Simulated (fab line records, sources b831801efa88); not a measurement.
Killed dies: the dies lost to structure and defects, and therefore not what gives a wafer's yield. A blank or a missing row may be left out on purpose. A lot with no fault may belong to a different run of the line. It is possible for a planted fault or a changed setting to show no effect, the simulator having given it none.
Which tool was responsible?    flow sky130    30 wafers from 10 lots sampled at 2 of the route's 708 steps

WHAT EACH GAUGE READ, for each wafer
SKY_CONTACT_CD_MEAS_14: the cd target is 170 nm.
lot   measured      on         cd nm (nm)
L913  day 31 07:55  cd sem-01  168.2 167.3 169.0
L914  day 32 03:11  cd sem-02  171.1 170.7 170.8
L918  day 33 11:53  cd sem-01  170.2 169.1 167.4
L919  day 33 18:19  cd sem-02  170.4 171.3 171.0
L926  day 35 20:34  cd sem-01  170.8 171.3 169.7
L927  day 36 09:49  cd sem-02  169.8 169.3 167.8
L929  day 38 12:25  cd sem-02  170.3 169.0 170.5
L930  day 38 13:40  cd sem-01  170.2 171.2 171.5
L933  day 38 14:04  cd sem-02  171.3 170.4 169.9
L932  day 38 14:45  cd sem-01  167.6 169.8 168.8

TOOL THAT RAN EACH LOT (tool first, then ch and the chambers of the sampled wafers, then the start)
lot   SKY_LOCAL_INTERCONNECT_STRIP_15
L913  plasma asher-04 ch 0,1, day 30 04:30
L914  plasma asher-03 ch 0, day 30 22:24
L918  plasma asher-04 ch 0,1, day 32 08:08
L919  plasma asher-03 ch 0,1, day 32 13:56
L926  plasma asher-02 ch 0,1, day 34 16:42
L927  plasma asher-03 ch 0,1, day 35 06:38
L929  plasma asher-02 ch 0,1, day 37 08:18
L930  plasma asher-03 ch 1, day 37 09:18
L933  plasma asher-02 ch 0,1, day 37 09:53
L932  plasma asher-04 ch 0,1, day 37 11:04
- SKY_LOCAL_INTERCONNECT_STRIP_15: strips in O2/N2.

AS READ BY THE TOOLS THEMSELVES (means over the sampled wafers that have a number; for cases with no such wafer, the mark the record gives instead)
SKY_LOCAL_INTERCONNECT_STRIP_15.
lot   tool             drypump motor current A (A)  oes product au (a.u.)  strip time to endpoint s (s)
L913  plasma asher-04  5.47                         0.424                  4.691
L914  plasma asher-03  5.81                         0.430                  4.713
L918  plasma asher-04  5.35                         0.426                  4.711
L919  plasma asher-03  5.80                         0.423                  4.692
L926  plasma asher-02  6.00                         0.428                  4.724
L927  plasma asher-03  5.77                         0.425                  4.693
L929  plasma asher-02  6.02                         0.426                  4.704
L930  plasma asher-03  5.77                         0.425                  4.699
L933  plasma asher-02  6.01                         0.425                  4.722
L932  plasma asher-04  5.44                         0.426                  4.733

THE ANSWER, worked out from the rows above alone
Rule: the usual values come from the lots themselves. Put in order of their means at a reading, lots are off if they are a third of the lots or fewer, leave a main group of 4 or more, and stand apart from it by a gap of 3 or more times the standard deviation of the main group's means; of several such gaps the widest counts. The tables above print the reading to a certain number of digits; a main group whose means all agree to those digits is not used. A lot without any number at a reading at which 4 lots or more have one is off too. Where the step has rows for the other lots, those lots are counted as sound. Order of review: gauges by route order, followed by the tools' own readings, for which a lot's mean as printed above is used. At the first step where some lot is off, the reading lying furthest off is the one used; lots without a number count as furthest.
Across all readings shown, no lot is off: no conclusion can be drawn from this.

WHAT THE SIMULATOR PUT IN
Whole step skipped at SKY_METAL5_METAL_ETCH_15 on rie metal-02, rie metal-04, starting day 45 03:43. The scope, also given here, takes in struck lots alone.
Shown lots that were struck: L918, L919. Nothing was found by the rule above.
